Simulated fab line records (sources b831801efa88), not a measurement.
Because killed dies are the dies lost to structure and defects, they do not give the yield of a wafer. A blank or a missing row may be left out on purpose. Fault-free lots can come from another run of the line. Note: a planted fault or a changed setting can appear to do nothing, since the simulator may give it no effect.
fab line records    flow sfq_line
[record] lots = 5  wafers = 15  last_day = 72
route steps=325 shown I0@53 M1@58 I1@73
lots with no fault: from the same line, run without faults
start_h: start of the lot's first displayed wafer, in hours after the record's first day    wait_h: time in hours since the lot's previous step    " the same as in the row above    L1.1+2: a row that stands for several wafers    - value missing, or start not given    * or withheld: withheld    < > ~ a bound
route shown NAME@n: names a module that has steps shown in the file, with the first one's number in the route    usual: mean and standard deviation over wafers with no fault    same: alike in all rows    chamber/n: place in a boat    sites: each site's reading    _std_site: how widely they spread, as a standard deviation    _edge_site: inner sites' mean taken away from outer sites' mean    radius_mm: for every site, how far away it sits from the centre of the wafer    mask NAME#n: copy n    behind: tool/chamber where the wafer was last shaped    hold: why the lot went on hold/how many hours it stayed there/how the hold came to an end    device: which transistor (n, p or np) failed to switch    end of line: the same wafers' tests at the end of the route    where a step has no rows: the recipe by itself    killed: count of dies lost to structure and defects at first sort (not the wafer's yield)    map: per-die view of a wafer (x killed, . not killed, _ where there is no die)
set.NAME: the setting the step ran with; set.NAME@STEP: the setting that earlier step ran with    model.NAME: the simulator's own value behind a step, which no gauge read
lots at some steps of the route; a table a step, a row a wafer
services: when a tool's chamber went out of use (start_h, in hours from the record's first day, below 0 if earlier), for how many hours, and the reason
[[steps]]
[step SFQ_I0_OVL_MEAS_908]
[usual] I0_OVL = -1/5.3
lot.wafer  tool        chamber  start_h  wait_h  I0_OVL[nm]
L074.1     overlay-01  -        221.40   0.1     5
L074.4     "           -        "        "       0
L074.6     "           -        "        "       2
L075.1     overlay-02  -        233.40   0.1     -8
L075.3     "           -        "        "       -5
L075.5     "           -        "        "       -5
L076.2     overlay-01  -        234.61   0.1     -2
L076.4     "           -        "        "       -3
L076.5     "           -        "        "       -7
L080.1     overlay-01  -        258.15   0.1     3
L080.4     "           -        "        "       5
L080.6     "           -        "        "       4
L086.1     overlay-02  -        313.21   0.1     2
L086.3     "           -        "        "       2
L086.4     "           -        "        "       -6
[step SFQ_TRILAYER_I0_VIA_BARC_OPEN_VIA_ETCH_046]
[recipe] mask_material = PR  chemistry = O2  target_depth_nm = 125  target = BARC  source_w = 500  bias_w = 80  pressure_mtorr = 30  time_s = 41.7
[usual] drypump_motor_current_A = 5.7/0.42  oes_product_au = 0.685/0.0042
lot.wafer  tool         chamber  start_h  wait_h  drypump_motor_current_A  oes_product_au  rf_hours_counter_h
L074.1     rie_diel-02  0        221.44   0.0     6.0                      0.680           31
L074.4     "            3        "        "       5.8                      0.683           133
L074.6     "            1        "        "       6.1                      0.676           -
L075.1     rie_diel-04  3        233.44   0.0     5.8                      0.688           100
L075.3     "            0        "        "       5.7                      0.677           90
L075.5     "            1        "        "       5.8                      0.682           -
L076.2     rie_diel-01  3        234.64   0.0     5.8                      0.684           136
L076.4     "            1        "        "       5.9                      0.685           55
L076.5     "            2        "        "       6.1                      0.674           -
L080.1     rie_diel-01  3        258.19   0.0     5.7                      0.679           136
L080.4     "            1        "        "       5.9                      0.686           55
L080.6     "            3        "        "       5.7                      0.682           -
L086.1     rie_diel-01  1        313.24   0.0     5.8                      0.686           56
L086.3     "            2        "        "       6.1                      0.681           102
L086.4     "            1        "        "       5.8                      0.690           -
[step SFQ_TRILAYER_I0_VIA_ETCH_VIA_ETCH_034]
[recipe] target = SiO2  stop_on = Nb  mask_material = PR  taper_deg = 20  chemistry = CHF3  target_depth_nm = 260  source_w = 500  bias_w = 80  pressure_mtorr = 30  time_s = withheld
[usual] drypump_motor_current_A = 5.7/0.42  oes_product_au = 0.855/0.0053
lot.wafer  tool         chamber  start_h  wait_h  drypump_motor_current_A  oes_product_au
L074.1     rie_diel-02  0        221.48   0.0     6.0                      0.863
L074.4     "            3        "        "       5.8                      0.857
L074.6     "            1        "        "       6.1                      0.858
L075.1     rie_diel-04  3        233.48   0.0     5.8                      0.859
L075.3     "            0        "        "       5.7                      0.857
L075.5     "            1        "        "       5.8                      0.853
L076.2     rie_diel-01  3        234.68   0.0     5.8                      0.863
L076.4     "            1        "        "       5.8                      0.859
L076.5     "            2        "        "       6.1                      0.859
L080.1     rie_diel-01  3        258.23   0.0     5.8                      0.847
L080.4     "            1        "        "       5.8                      0.857
L080.6     "            3        "        "       5.7                      0.856
L086.1     rie_diel-01  1        313.28   0.0     5.9                      0.854
L086.3     "            2        "        "       6.1                      0.849
L086.4     "            1        "        "       5.8                      0.853
[step SFQ_TRILAYER_I0_VIA_STRIP_STRIP_035]
[recipe] gas = O2  power_w = 200  platen_temp_c = 40  overash_fraction = 0.65  chemistry = O2  pressure_mtorr = 50
[usual] drypump_motor_current_A = 5.6/0.46  oes_product_au = 1.002/0.012
lot.wafer  tool          chamber  start_h  wait_h  drypump_motor_current_A  oes_product_au  rf_hours_counter_h
L074.1     rie_metal-02  0        221.59   -       6.3                      0.995           3
L074.4     "             1        "        "       5.6                      0.989           -
L074.6     "             0        "        "       6.3                      0.990           -
L075.1     rie_metal-02  0        233.59   -       6.4                      1.001           5
L075.3     "             0        "        "       6.3                      0.997           -
L075.5     "             0        "        "       6.3                      0.998           -
L076.2     rie_metal-01  1        234.79   -       5.8                      1.007           19
L076.4     "             0        "        "       5.0                      1.002           -
L076.5     "             0        "        "       5.0                      1.012           -
L080.1     rie_metal-03  0        258.34   -       5.1                      1.015           130
L080.4     "             0        "        "       5.1                      1.020           -
L080.6     "             1        "        "       5.3                      0.993           -
L086.1     rie_metal-02  1        313.39   -       5.6                      1.000           35
L086.3     "             1        "        "       5.6                      1.002           -
L086.4     "             0        "        "       6.4                      1.005           -
[step SFQ_TRILAYER_I0_VIA_STRIP_SOLV_CLEAN_036]
[recipe] chemistry = NMP  temp_c = 70  time_s = 600
lot.wafer   tool          chamber  start_h  wait_h
L074.1+4+6  wet_bench-03  3,0,2    222.19   0.4
L075.1+3+5  wet_bench-01  1,4,7    234.19   0.4
L076.2+4+5  wet_bench-03  1,0,7    235.39   0.4
L080.1+4+6  wet_bench-02  3,2,1    258.94   0.4
L086.1+3+4  wet_bench-02  6,3,0    313.99   0.4
[step SFQ_TRILAYER_M1_DEP_PRE_CLEAN_038]
[recipe] gas = Ar  time_s = 22.5  bias_v = 250
lot.wafer   tool            chamber  start_h  wait_h
L074.1+4+6  pvd_sputter-06  -        222.36   0.0
L075.1+3+5  pvd_sputter-03  -        234.36   0.0
L076.2+4+5  pvd_sputter-04  -        235.56   0.0
L080.1+4+6  pvd_sputter-03  -        259.29   0.0
L086.1+3+4  pvd_sputter-06  -        314.34   0.0
[step SFQ_TRILAYER_M1_DEP_SPUTTER_037]
[recipe] material = Nb  base_pressure_pa = 1.33e-06  chamber_pressure_pa = 0.1333  substrate_temp_c = 20  resputter_cathode_voltage_v = 400  target_thk_nm = 200  power_w = 2000  time_s = 133.3
[usual] chamber_pressure_pa = 0.13329/0.00028  throttle_valve_pct = 29.9/0.86
lot.wafer  tool            chamber  start_h  wait_h  chamber_pressure_pa  throttle_valve_pct
L074.1     pvd_sputter-06  -        222.39   0.0     0.13314              29.2
L074.4     "               -        "        "       0.13337              31.2
L074.6     "               -        "        "       0.13383              31.0
L075.1     pvd_sputter-03  -        234.39   0.0     0.13313              29.9
L075.3     "               -        "        "       0.13334              30.2
L075.5     "               -        "        "       0.13369              29.7
L076.2     pvd_sputter-04  -        235.59   0.0     0.13308              29.5
L076.4     "               -        "        "       0.13378              29.7
L076.5     "               -        "        "       0.13315              29.7
L080.1     pvd_sputter-03  -        259.32   0.0     0.13312              29.7
L080.4     "               -        "        "       0.13322              29.2
L080.6     "               -        "        "       0.13347              29.0
L086.1     pvd_sputter-06  -        314.37   0.0     0.13374              29.1
L086.3     "               -        "        "       0.13339              30.7
L086.4     "               -        "        "       0.13305              31.3
[step SFQ_M1_RS_MEAS_909]
[recipe] thk_meas_gauge = four-point-probe  reads = Nb_of_TRILAYER_M1_DEP_SPUTTER_037
[usual] M1_NB_RS = 0.892/0.012
lot.wafer  tool           chamber  start_h  wait_h  M1_NB_RS[ohm/sq]
L074.1     film_metro-02  -        222.48   0.0     0.910
L074.4     "              -        "        "       0.913
L074.6     "              -        "        "       0.875
L075.1     film_metro-01  -        234.48   0.0     0.870
L075.3     "              -        "        "       0.865
L075.5     "              -        "        "       0.887
L076.2     film_metro-03  -        235.70   0.1     0.884
L076.4     "              -        "        "       0.888
L076.5     "              -        "        "       0.890
L080.1     film_metro-03  -        259.41   0.0     0.876
L080.4     "              -        "        "       0.885
L080.6     "              -        "        "       0.882
L086.1     film_metro-03  -        314.46   0.0     0.886
L086.3     "              -        "        "       0.870
L086.4     "              -        "        "       0.903
[step SFQ_TRILAYER_M1_LITHO_COAT_044]
[recipe] resist = BARC  spin_rpm = 3000  resist_thk_nm = 62
[usual] chill_plate_temp_C = 22.98/0.11  resist_line_temp_C = 23.03/0.11
lot.wafer  tool            chamber  start_h  wait_h  chill_plate_temp_C  resist_line_temp_C
L074.1     litho_track-02  0        222.66   0.1     22.90               23.07
L074.4     "               0        "        "       22.93               22.94
L074.6     "               0        "        "       23.00               23.03
L075.1     litho_track-02  0        234.66   0.1     22.97               22.91
L075.3     "               0        "        "       22.90               22.92
L075.5     "               0        "        "       22.99               22.97
L076.2     litho_track-03  0        235.91   0.1     23.00               22.87
L076.4     "               0        "        "       23.16               22.96
L076.5     "               0        "        "       22.98               22.98
L080.1     litho_track-01  0        259.59   0.1     22.84               23.00
L080.4     "               0        "        "       22.81               23.00
L080.6     "               0        "        "       22.93               23.13
L086.1     litho_track-02  0        314.64   0.1     22.99               23.01
L086.3     "               0        "        "       22.91               23.07
L086.4     "               0        "        "       22.81               22.94
[step SFQ_TRILAYER_M1_LITHO_COAT_039]
[recipe] resist = KrF  spin_rpm = 3000  resist_thk_nm = 600
[usual] chill_plate_temp_C = 22.97/0.1  resist_line_temp_C = 23.00/0.11
lot.wafer  tool            chamber  start_h  wait_h  chill_plate_temp_C  resist_line_temp_C
L074.1     litho_track-02  0        222.96   0.2     23.05               22.98
L074.4     "               0        "        "       22.95               23.02
L074.6     "               0        "        "       22.99               22.73
L075.1     litho_track-02  0        234.96   0.2     22.94               23.04
L075.3     "               0        "        "       22.92               23.16
L075.5     "               0        "        "       23.10               22.98
L076.2     litho_track-03  0        236.21   0.2     23.05               23.12
L076.4     "               0        "        "       22.97               23.05
L076.5     "               0        "        "       22.95               23.08
L080.1     litho_track-01  0        259.89   0.2     22.87               23.00
L080.4     "               0        "        "       22.89               23.02
L080.6     "               0        "        "       22.81               22.84
L086.1     litho_track-02  0        314.94   0.2     22.97               23.06
L086.3     "               0        "        "       23.10               23.03
L086.4     "               0        "        "       23.06               23.10
[step SFQ_TRILAYER_M1_LITHO_SOFTBAKE_043]
[recipe] temp_c = withheld  time_s = withheld  resist = KrF
[usual] chill_plate_temp_C = *  resist_line_temp_C = *
lot.wafer  tool            chamber  start_h  wait_h  chill_plate_temp_C  resist_line_temp_C
L074.1     litho_track-02  0        223.26   0.2     *                   *
L074.4     "               0        "        "       *                   *
L074.6     "               0        "        "       *                   *
L075.1     litho_track-02  0        235.26   0.2     *                   *
L075.3     "               0        "        "       *                   *
L075.5     "               0        "        "       *                   *
L076.2     litho_track-03  0        236.49   0.2     *                   *
L076.4     "               0        "        "       *                   *
L076.5     "               0        "        "       *                   *
L080.1     litho_track-01  0        260.19   0.2     *                   *
L080.4     "               0        "        "       *                   *
L080.6     "               0        "        "       *                   *
L086.1     litho_track-02  0        315.24   0.2     *                   *
L086.3     "               0        "        "       *                   *
L086.4     "               0        "        "       *                   *
[step SFQ_TRILAYER_M1_LITHO_EXPOSE_040]
[recipe] mask_id = M1  na = 0.6  source_shape = conventional  sigma_outer = 0.65  target_cd_nm = 500  dose_mj = 14.4
[usual] stage_vel_mm_s = 500.01/0.27
lot.wafer  tool            chamber  start_h  wait_h  mask  stage_vel_mm_s
L074.1     krf_scanner-01  0        287.71   -       M1#0  500.01
L074.4     "               0        "        "       M1#0  500.33
L074.6     "               0        "        "       M1#0  500.15
L075.1     krf_scanner-01  0        298.51   -       M1#0  500.05
L075.3     "               0        "        "       M1#0  499.83
L075.5     "               0        "        "       M1#0  499.73
L076.2     krf_scanner-01  0        301.11   -       M1#0  499.89
L076.4     "               0        "        "       M1#0  500.00
L076.5     "               0        "        "       M1#0  499.92
L080.1     krf_scanner-01  0        324.91   -       M1#0  500.11
L080.4     "               0        "        "       M1#0  500.28
L080.6     "               0        "        "       M1#0  500.20
L086.1     krf_scanner-01  0        376.51   -       M1#0  500.02
L086.3     "               0        "        "       M1#0  500.12
L086.4     "               0        "        "       M1#0  500.04
[step SFQ_TRILAYER_M1_LITHO_PEB_042]
[recipe] peb_temp_c = 115  peb_time_s = 60  resist = KrF
[usual] chill_plate_temp_C = 23.01/0.1  resist_line_temp_C = 22.98/0.1
lot.wafer  tool            chamber  start_h  wait_h  chill_plate_temp_C  resist_line_temp_C
L074.1     litho_track-01  0        288.91   1.0     22.99               23.00
L074.4     "               0        "        "       23.05               23.01
L074.6     "               0        "        "       23.05               23.06
L075.1     litho_track-01  0        299.71   1.0     23.14               22.85
L075.3     "               0        "        "       23.25               22.99
L075.5     "               0        "        "       23.17               23.02
L076.2     litho_track-01  0        302.13   0.8     22.99               23.08
L076.4     "               0        "        "       22.94               22.94
L076.5     "               0        "        "       22.89               22.85
L080.1     litho_track-01  0        326.11   1.0     22.93               22.88
L080.4     "               0        "        "       23.07               22.96
L080.6     "               0        "        "       23.13               22.92
L086.1     litho_track-03  0        377.71   1.0     22.93               23.00
L086.3     "               0        "        "       22.96               23.05
L086.4     "               0        "        "       22.95               22.97
[step SFQ_TRILAYER_M1_LITHO_DEVELOP_041]
[recipe] time_s = 60  resist = KrF
[usual] chill_plate_temp_C = 23.02/0.096  resist_line_temp_C = 22.99/0.11
lot.wafer  tool            chamber  start_h  wait_h  chill_plate_temp_C  resist_line_temp_C
L074.1     litho_track-01  0        289.06   0.1     22.95               22.78
L074.4     "               0        "        "       22.92               23.06
L074.6     "               0        "        "       23.04               23.03
L075.1     litho_track-01  0        299.86   0.1     23.06               22.99
L075.3     "               0        "        "       23.00               22.94
L075.5     "               0        "        "       23.05               22.86
L076.2     litho_track-01  0        302.28   0.1     23.01               23.00
L076.4     "               0        "        "       22.92               22.97
L076.5     "               0        "        "       23.08               23.04
L080.1     litho_track-01  0        326.26   0.1     23.02               23.07
L080.4     "               0        "        "       23.00               22.97
L080.6     "               0        "        "       23.02               22.94
L086.1     litho_track-03  0        377.86   0.1     22.83               22.92
L086.3     "               0        "        "       22.86               22.87
L086.4     "               0        "        "       22.94               22.97
[step SFQ_M1_OVL_MEAS_911]
[usual] M1_OVL = -2/6
lot.wafer  tool        chamber  start_h  wait_h  M1_OVL[nm]
L074.1     overlay-02  -        289.21   0.1     -7
L074.4     "           -        "        "       -5
L074.6     "           -        "        "       -7
L075.1     overlay-02  -        300.01   0.1     0
L075.3     "           -        "        "       2
L075.5     "           -        "        "       3
L076.2     overlay-01  -        302.41   0.1     11
L076.4     "           -        "        "       6
L076.5     "           -        "        "       5
L080.1     overlay-02  -        326.41   0.1     -5
L080.4     "           -        "        "       -3
L080.6     "           -        "        "       -11
L086.1     overlay-01  -        378.01   0.1     -3
L086.3     "           -        "        "       2
L086.4     "           -        "        "       0
[step SFQ_TRILAYER_M1_BARC_OPEN_METAL_ETCH_054]
[recipe] mask_material = PR  chemistry = O2  target_depth_nm = 125  target = BARC  icp_w = 600  bias_w = 80  pressure_mtorr = 10  time_s = 41.7
[usual] drypump_motor_current_A = 5.8/0.38  oes_product_au = 0.685/0.0054
lot.wafer  tool          chamber  start_h  wait_h  drypump_motor_current_A  oes_product_au  rf_hours_counter_h
L074.1     rie_metal-03  0        289.24   0.0     5.1                      0.684           135
L074.4     "             1        "        "       5.3                      0.686           -
L074.6     "             0        "        "       5.1                      0.686           -
L075.1     rie_metal-02  0        300.04   0.0     6.3                      0.684           19
L075.3     "             0        "        "       6.4                      0.678           -
L075.5     "             0        "        "       6.4                      0.690           -
L076.2     rie_metal-04  1        302.44   0.0     5.8                      0.687           97
L076.4     "             0        "        "       6.0                      0.687           -
L076.5     "             0        "        "       6.0                      0.688           -
L080.1     rie_metal-02  1        326.44   0.0     5.6                      0.695           38
L080.4     "             1        "        "       5.6                      0.692           -
L080.6     "             0        "        "       6.4                      0.681           -
L086.1     rie_metal-02  0        378.04   0.0     6.3                      0.682           27
L086.3     "             0        "        "       6.4                      0.681           -
L086.4     "             1        "        "       5.6                      0.683           -
[step SFQ_TRILAYER_M1_ETCH_METAL_ETCH_042]
[recipe] target = Nb  stop_on = SiO2  mask_material = PR  chemistry = Cl2/Ar  target_depth_nm = 240  icp_w = 600  bias_w = 80  pressure_mtorr = 10  time_s = 120
[usual] drypump_motor_current_A = 5.8/0.38  oes_product_au = 0.893/0.0078
lot.wafer  tool          chamber  start_h  wait_h  drypump_motor_current_A  oes_product_au  rf_hours_counter_h
L074.1     rie_metal-03  0        289.30   0.0     5.1                      0.889           135
L074.4     "             1        "        "       5.3                      0.887           -
L074.6     "             0        "        "       5.1                      0.902           -
L075.1     rie_metal-02  0        300.10   0.0     6.4                      0.896           19
L075.3     "             0        "        "       6.4                      0.905           -
L075.5     "             0        "        "       6.4                      0.891           -
L076.2     rie_metal-04  1        302.50   0.0     5.8                      0.900           97
L076.4     "             0        "        "       6.0                      0.895           -
L076.5     "             0        "        "       6.0                      0.894           -
L080.1     rie_metal-02  1        326.50   0.0     5.6                      0.904           38
L080.4     "             1        "        "       5.6                      0.891           -
L080.6     "             0        "        "       6.4                      0.897           -
L086.1     rie_metal-02  0        378.10   0.0     6.3                      0.893           27
L086.3     "             0        "        "       6.3                      0.910           -
L086.4     "             1        "        "       5.6                      0.884           -
[step SFQ_TRILAYER_M1_STRIP_STRIP_043]
[recipe] gas = O2  power_w = 200  platen_temp_c = 40  overash_fraction = 0.65  chemistry = O2  pressure_mtorr = 50
[usual] drypump_motor_current_A = 5.8/0.38  oes_product_au = 1.003/0.012
lot.wafer  tool          chamber  start_h  wait_h  drypump_motor_current_A  oes_product_au  rf_hours_counter_h
L074.1     rie_metal-03  0        289.43   0.1     5.1                      1.015           135
L074.4     "             1        "        "       5.3                      1.014           -
L074.6     "             0        "        "       5.1                      1.006           -
L075.1     rie_metal-02  0        300.23   0.1     6.3                      0.990           19
L075.3     "             0        "        "       6.3                      0.992           -
L075.5     "             0        "        "       6.3                      0.995           -
L076.2     rie_metal-04  1        302.63   0.1     5.8                      0.987           97
L076.4     "             0        "        "       6.0                      1.007           -
L076.5     "             0        "        "       6.0                      1.004           -
L080.1     rie_metal-02  1        326.63   0.1     5.6                      1.011           38
L080.4     "             1        "        "       5.6                      0.997           -
L080.6     "             0        "        "       6.3                      1.001           -
L086.1     rie_metal-02  0        378.23   0.1     6.3                      0.998           27
L086.3     "             0        "        "       6.4                      0.994           -
L086.4     "             1        "        "       5.6                      0.985           -
[step SFQ_TRILAYER_M1_STRIP_SOLV_CLEAN_044]
[recipe] chemistry = NMP  temp_c = 70  time_s = 600
lot.wafer   tool          chamber  start_h  wait_h
L074.1+4+6  wet_bench-02  6,7,2    290.03   0.4
L075.1+3+5  wet_bench-02  6,7,0    300.83   0.4
L076.2+4+5  wet_bench-02  0,6,4    303.23   0.4
L080.1+4+6  wet_bench-03  1,0,7    327.23   0.4
L086.1+3+4  wet_bench-04  4,7,5    378.83   0.4
[step SFQ_TRILAYER_I1_DEP_PECVD_045]
[recipe] material = SiO2  temp_c = 150  time_s = 111.11  pressure_torr = 2.4  rf_w = 183.3  precursor = SiH4/N2O  target_thk_nm = 500
[usual] heater_power_w = 76/15  showerhead_vpp_V = 839/34  throttle_valve_pct = 24.9/1.4
lot.wafer  tool      chamber  start_h  wait_h  heater_power_w  showerhead_vpp_V  throttle_valve_pct
L074.1     pecvd-04  2        290.38   0.0     90              884               22.3
L074.4     "         2        "        "       91              864               22.1
L074.6     "         0        "        "       68              821               22.7
L075.1     pecvd-01  0        301.18   0.0     74              852               25.3
L075.3     "         2        "        "       92              835               23.4
L075.5     "         2        "        "       91              844               23.6
L076.2     pecvd-01  1        303.58   0.0     88              848               25.4
L076.4     "         0        "        "       68              878               25.4
L076.5     "         1        "        "       90              836               25.7
L080.1     pecvd-02  2        327.40   0.0     91              798               25.9
L080.4     "         1        "        "       53              801               27.1
L080.6     "         2        "        "       95              809               25.8
L086.1     pecvd-04  1        379.00   0.0     74              879               24.1
L086.3     "         0        "        "       61              825               23.0
L086.4     "         2        "        "       89              867               22.6
[step SFQ_TRILAYER_I1_CMP_CMP_046]
[recipe] material = SiO2  down_force_psi = 3  platen_rpm = 60  pad_velocity_m_s = 0.94248
[usual] motor_current_A = 9.7/0.59  time_to_endpoint_s = 215/10
lot.wafer  tool    chamber  start_h  wait_h  motor_current_A  time_to_endpoint_s
L074.1     cmp-02  2        298.90   8.5     10.2             214
L074.4     "       3        "        "       10.6             214
L074.6     "       1        300.52   10.1    8.6              202
L075.1     cmp-02  3        307.06   5.8     11.7             226
L075.3     "       0        "        "       9.3              223
L075.5     "       0        309.56   8.3     10.1             230
L076.4     cmp-01  1        308.63   5.0     9.6              216
L076.2     "       0        310.13   6.5     9.3              221
L076.5     "       2        311.13   7.5     10.8             232
L080.1     cmp-01  1        329.63   2.2     9.0              208
L080.4     "       2        "        "       10.2             219
L080.6     "       1        331.63   4.2     9.6              217
L086.3     cmp-01  1        384.85   5.8     9.3              204
L086.4     "       2        "        "       9.6              222
L086.1     "       3        "        "       8.8              196
[step SFQ_I1_BOW_MEAS_912]
[recipe] mode = bow
[usual] I1_BOW = 0/7.5
lot.wafer  tool           chamber  start_h  wait_h  I1_BOW[um]
L074.1     film_metro-04  -        301.06   1.6     -18
L074.4     "              -        "        "       6
L074.6     "              -        "        "       4
L075.1     film_metro-02  -        310.06   2.5     10
L075.3     "              -        "        "       10
L075.5     "              -        "        "       4
L076.2     film_metro-03  -        311.65   1.0     -5
L076.4     "              -        "        "       -12
L076.5     "              -        "        "       -4
L080.1     film_metro-04  -        332.63   2.5     6
L080.4     "              -        "        "       6
L080.6     "              -        "        "       1
L086.1     film_metro-02  -        387.35   1.0     -4
L086.3     "              -        "        "       -9
L086.4     "              -        "        "       -1
[step SFQ_TRILAYER_I1_METRO_MEASURE_047]
[usual] thk_nm = 200.2/1.3
lot.wafer  tool           chamber  start_h  wait_h  thk_nm
L074.1     film_metro-04  -        301.18   0.1     201.0
L074.4     "              -        "        "       200.4
L074.6     "              -        "        "       198.9
L075.1     film_metro-02  -        310.18   0.1     199.5
L075.3     "              -        "        "       199.6
L075.5     "              -        "        "       201.0
L076.2     film_metro-03  -        311.95   0.3     201.5
L076.4     "              -        "        "       199.2
L076.5     "              -        "        "       202.2
L080.1     film_metro-04  -        332.75   0.1     199.1
L080.4     "              -        "        "       201.8
L080.6     "              -        "        "       199.2
L086.1     film_metro-02  -        387.47   0.1     200.0
L086.3     "              -        "        "       199.1
L086.4     "              -        "        "       200.7
[step SFQ_TRILAYER_I1_VIA_LITHO_COAT_054]
[recipe] resist = BARC  spin_rpm = 3000  resist_thk_nm = 62
[usual] chill_plate_temp_C = 23.00/0.11  resist_line_temp_C = 22.99/0.11
lot.wafer  tool            chamber  start_h  wait_h  chill_plate_temp_C  resist_line_temp_C
L074.1     litho_track-04  0        302.38   1.0     23.21               22.97
L074.4     "               0        "        "       23.14               23.10
L074.6     "               0        "        "       23.04               23.22
L075.1     litho_track-04  0        311.38   1.0     23.05               23.23
L075.3     "               0        "        "       23.04               23.12
L075.5     "               0        "        "       23.13               23.36
L076.2     litho_track-03  0        313.00   0.8     23.08               22.93
L076.4     "               0        "        "       22.98               22.83
L076.5     "               0        "        "       22.78               22.96
L080.1     litho_track-03  0        333.95   1.0     23.02               23.14
L080.4     "               0        "        "       22.82               23.07
L080.6     "               0        "        "       22.92               23.05
L086.1     litho_track-04  0        388.67   1.0     22.93               22.88
L086.3     "               0        "        "       22.94               22.97
L086.4     "               0        "        "       22.92               23.06
[step SFQ_TRILAYER_I1_VIA_LITHO_COAT_049]
[recipe] resist = KrF  spin_rpm = 3000  resist_thk_nm = 650
[usual] chill_plate_temp_C = 23.02/0.12  resist_line_temp_C = 23.01/0.12
lot.wafer  tool            chamber  start_h  wait_h  chill_plate_temp_C  resist_line_temp_C
L074.1     litho_track-04  0        302.68   0.2     23.10               22.92
L074.4     "               0        "        "       23.14               22.95
L074.6     "               0        "        "       23.20               23.00
L075.1     litho_track-04  0        311.68   0.2     22.98               22.87
L075.3     "               0        "        "       22.79               22.83
L075.5     "               0        "        "       22.90               22.96
L076.2     litho_track-03  0        313.30   0.2     23.08               23.05
L076.4     "               0        "        "       22.98               22.85
L076.5     "               0        "        "       22.97               22.92
L080.1     litho_track-03  0        334.25   0.2     22.98               23.00
L080.4     "               0        "        "       22.88               22.91
L080.6     "               0        "        "       22.96               22.87
L086.1     litho_track-04  0        388.97   0.2     22.96               22.95
L086.3     "               0        "        "       23.06               22.88
L086.4     "               0        "        "       22.95               22.98
[step SFQ_TRILAYER_I1_VIA_LITHO_SOFTBAKE_053]
[recipe] temp_c = withheld  time_s = withheld  resist = KrF
[usual] chill_plate_temp_C = *  resist_line_temp_C = *
lot.wafer  tool            chamber  start_h  wait_h  chill_plate_temp_C  resist_line_temp_C
L074.1     litho_track-04  0        302.98   0.2     *                   *
L074.4     "               0        "        "       *                   *
L074.6     "               0        "        "       *                   *
L075.1     litho_track-04  0        311.98   0.2     *                   *
L075.3     "               0        "        "       *                   *
L075.5     "               0        "        "       *                   *
L076.2     litho_track-03  0        313.58   0.2     *                   *
L076.4     "               0        "        "       *                   *
L076.5     "               0        "        "       *                   *
L080.1     litho_track-03  0        334.55   0.2     *                   *
L080.4     "               0        "        "       *                   *
L080.6     "               0        "        "       *                   *
L086.1     litho_track-04  0        389.27   0.2     *                   *
L086.3     "               0        "        "       *                   *
L086.4     "               0        "        "       *                   *
[[services]]
tool            chamber  start_h  hours  kind
cmp-01          -        210.11   1.1    repair
rie_diel-04     -        211.37   0.3    repair
cmp-01          -        227.31   6.3    pm
rie_metal-02    -        231.02   1.4    pm
cmp-02          -        232.65   4.0    pm
film_metro-02   -        233.22   1.7    pm
krf_scanner-01  -        242.70   0.8    pm
rie_metal-03    1        248.16   3.8    repair
rie_diel-04     -        250.12   0.1    repair
rie_diel-02     0        254.68   2.2    repair
pvd_sputter-03  -        260.99   3.8    repair
film_metro-04   -        261.24   0.4    pm
krf_scanner-01  -        261.45   1.3    pm
krf_scanner-01  -        263.95   1.0    pm
pvd_sputter-06  -        267.53   1.5    repair
rie_metal-02    1        271.23   4.4    repair
film_metro-04   -        272.98   0.6    pm
rie_diel-01     3        278.63   8.8    repair
pvd_sputter-06  -        306.56   7.0    repair
rie_metal-02    -        333.19   28.1   pm
rie_metal-03    0        354.18   1.6    repair
rie_metal-04    -        375.99   2.8    pm
rie_metal-02    -        384.15   3.0    repair
rie_diel-01     3        384.32   9.5    repair
[[key]]
fault none
